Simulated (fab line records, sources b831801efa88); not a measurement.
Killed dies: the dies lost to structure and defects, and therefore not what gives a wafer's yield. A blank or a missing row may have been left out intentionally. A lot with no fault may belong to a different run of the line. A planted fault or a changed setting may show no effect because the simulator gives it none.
Chamber matching -- flow gf180mcu -- GF_V5_CMP_26 on cmp-01: 4 sister chambers
The step polishes, stops on SiO2, t overpolish 15 s, target thk 0 nm. 4 wafers are shown with their chamber, then 7 later ones without.

WAFERS, EACH WITH ITS CHAMBER
wafer,chamber,motorCurrentA (A)
L725.4,0,11.7
L741.2,2,8.9
L744.2,3,9.6
L744.4,1,11.2

WAFERS MISSING THEIR CHAMBER
wafer,motorCurrentA (A)
L744.5,10.6
L743.2,9.3
L743.5,10.4
L743.6,11.5
L745.1,11.5
L745.2,10.1
L745.6,11.2

EACH ONE'S CHAMBER
wafer,from the rows above,in truth
L744.5,can't be placed: 1 or 3 or 0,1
L743.2,can't be placed: 3 or 2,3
L743.5,can't be placed: 1 or 3 or 0 or 2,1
L743.6,can't be placed: 0 or 1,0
L745.1,can't be placed: 0 or 1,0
L745.2,can't be placed: 3 or 1 or 2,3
L745.6,can't be placed: 1 or 0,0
Correct placement for 0 of the 7. Not placeable from these rows: 7 (in 7, the candidates include the true chamber). 0 placed wrongly.
How it was worked out, from the rows above alone: a wafer's distance from a chamber is the root of the sum, over the readings, of the square of ((its reading less the chamber's mean) divided by the reading's scatter). If the next closest chamber is less than 2 further off than the closest, the wafer can't be placed; otherwise it belongs to the closest. The mean given for a chamber averages the wafers shown for that chamber. The scatter: with one shown wafer a chamber, the root of the mean of the squares of how far each hidden wafer lies from its nearest shown one.
